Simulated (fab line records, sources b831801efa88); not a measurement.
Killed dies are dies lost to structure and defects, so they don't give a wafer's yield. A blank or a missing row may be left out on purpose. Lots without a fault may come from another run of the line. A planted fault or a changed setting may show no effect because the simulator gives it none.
Problem report in the 8D (eight disciplines) form, filled by code | flow sky130 | the parts of the form that need people (team, actions taken, sign-off) are left out

1. THE PROBLEM
SPACER_CVD_00_THK at SKY_SPACER_THK_MEAS_01 reads a mean of 49.2 nm on 6 wafers of 2 lots; wafers without a fault read 43.0 nm with a standard deviation of 0.35. That is +18 standard deviations from the usual mean.
First seen on wafer L959.3, day 28 14:12, on film_metro-01. The record holds 39 wafers of 13 lots with a number at this step. Rule for "out", or "out of limits": more than 4 standard deviations from the usual mean. The other wafers with a number count as sound.

2. WHAT IT IS AND WHAT IT IS NOT
question                    | is                           | is not
which readings at this step | SPACER_CVD_00_THK            | -
which lots                  | L959, L960                   | L944, L945, L946, L947, L948, L949, L950, L951, L952, L954, L957
which wafers of those lots  | all that have a number       | -
read on which gauges        | film_metro-01, film_metro-02 | -
when                        | from day 28 14:12            | up to then (33 sound wafers)

3. SUSPECTS, AND WHAT RULES EACH OUT
Counting: a tool at a process step up to the reading stays a suspect if it ran every lot that is out and no sound lot after the first of them.
- the gauge at SKY_SPACER_THK_MEAS_01: ruled out. The wafers that are out were read on 2 gauges (film_metro-01, film_metro-02).
- lpcvd-02 at SKY_SPACER_CVD_00 (deposits Si3N4 from DCS/NH3, target thk 43.1 nm, time 740 s): kept. It ran every lot that is out, first L959 (day 28 12:58), and no sound lot after that; its last sound lot up to then is L957 (day 28 04:46). Its own readings are out on those wafers: spike_tc_centre_C, spike_tc_lower_C, spike_tc_upper_C, susceptor_temp_C.
Left after counting: lpcvd-02 at SKY_SPACER_CVD_00.

4. THE CAUSE (what the simulator had put in)
Process parameter drift: lpcvd-02, from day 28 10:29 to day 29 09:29, at SKY_SPACER_CVD_00. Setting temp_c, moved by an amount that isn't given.
Counting left only this tool.

5. THE CHAIN OF EFFECTS, in route order
Each row: a reading whose mean over the struck wafers that have a number lies more than 3 standard deviations from the usual. Only readings for which the record gives a usual standard deviation are gone through. hours: the time from each lot's start at the first step in this table that gives one to its start at this step, as a median over the lots. sigmas: the change in usual standard deviations.
hours | step                   | reading           | usual      | on struck wafers | change | sigmas
0     | SKY_SPACER_CVD_00      | spike_tc_bottom_C | 790.8 C    | 798.0            | +7.2   | +3.4
0     | SKY_SPACER_CVD_00      | spike_tc_centre_C | 770.7 C    | 778.1            | +7.4   | +6.2
0     | SKY_SPACER_CVD_00      | spike_tc_lower_C  | 769.6 C    | 775.8            | +6.2   | +5.1
0     | SKY_SPACER_CVD_00      | spike_tc_upper_C  | 770.9 C    | 778.4            | +7.5   | +7.5
0     | SKY_SPACER_CVD_00      | susceptor_temp_C  | 770.0 C    | 777.1            | +7.1   | +23
1     | SKY_SPACER_THK_MEAS_01 | SPACER_CVD_00_THK | 43.0 nm    | 49.2             | +6.2   | +18
1     | SKY_SPACER_ETCHBACK_02 | oes_product_au    | 0.854 a.u. | 0.922            | +0.068 | +12
The process steps in it:
- SKY_SPACER_CVD_00: deposits Si3N4 from DCS/NH3, target thk 43.1 nm, time 740 s.
- SKY_SPACER_ETCHBACK_02: etches Si3N4 in CH3F/O2, stops on SiO2, time 46.7 s, target depth 45 nm.

6. WHAT WOULD HAVE CAUGHT IT SOONER
In this record the first reading out of limits at a measuring or inspecting step was taken at day 28 14:12, 4 hours after the fault began at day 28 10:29.
The tool's own readings at SKY_SPACER_CVD_00 were out on every struck wafer that the step has a row for (spike_tc_centre_C, spike_tc_lower_C, spike_tc_upper_C, susceptor_temp_C): an alarm limit on them would have fired on the first of those.
Of the lots that are out (2), L960 began SKY_SPACER_CVD_00 on lpcvd-02 after day 28 14:12. A hold on the tool at that time would have spared it.
